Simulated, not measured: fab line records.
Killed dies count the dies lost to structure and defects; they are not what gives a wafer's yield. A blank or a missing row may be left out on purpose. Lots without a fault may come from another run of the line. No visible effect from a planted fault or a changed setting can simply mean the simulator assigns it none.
The tool behind it: which one?	flow sky130	12 lots (36 wafers sampled), 1 step of a 708-step route

## WHAT THE GAUGES SHOWED, per wafer
SKY_VIA1_CD_MEAS_12 targets a cd of 150 nm. Usual: cd nm 150.0 nm, standard deviation 2.1.
lot	measured	on	cd nm (nm)	flag
L486	day 33 22:56	cd sem-02	148.0 150.1 149.1	
L488	day 34 11:36	cd sem-01	146.6 148.5 146.3	
L487	day 34 13:12	cd sem-02	152.6 152.9 152.8	
L491	day 35 10:08	cd sem-02	153.5 152.3 153.2	
L492	day 35 21:02	cd sem-02	146.8 148.1 145.9	
L494	day 36 23:20	cd sem-02	149.1 147.2 148.5	
L497	day 38 01:41	cd sem-01	151.4 152.3 153.1	
L500	day 38 21:47	cd sem-02	150.5 149.4 150.2	
L499	day 38 22:09	cd sem-02	151.8 149.0 151.3	
L501	day 39 05:19	cd sem-01	149.3 149.1 149.1	
L503	day 39 17:58	cd sem-01	150.4 150.2 152.9	
L509	day 41 00:43	cd sem-02	146.8 148.7 147.3	

## WHAT TOOL EACH LOT RAN ON (gives the tool, then ch and the chambers of the sampled wafers, and finally the start)
No process step before these readings appears in the record.

## WHAT THE TOOLS THEMSELVES READ (means of the sampled wafers that have a number; where no wafer has one, the mark that the record gives instead)
The record holds no such reading with a usual standard deviation.

## THE ANSWER, worked out from the rows above alone
Rule: take the mean of a lot's wafers that have a number; if it is more than 3 standard deviations from the usual mean, the lot is off. Also off: a lot with no number at a reading for which 4 or more lots have one. Any other lot the step has rows for is counted as sound. After the gauges, taken in route order, come the tools' own readings; for these a lot's mean is taken, as printed above. The first step at which some lot is off is used, and at that step the reading that is off furthest; a lot without a number counts as furthest.
Nothing can be told from this: no lot is off at any reading shown.

## WHAT THE SIMULATOR HAD INSERTED
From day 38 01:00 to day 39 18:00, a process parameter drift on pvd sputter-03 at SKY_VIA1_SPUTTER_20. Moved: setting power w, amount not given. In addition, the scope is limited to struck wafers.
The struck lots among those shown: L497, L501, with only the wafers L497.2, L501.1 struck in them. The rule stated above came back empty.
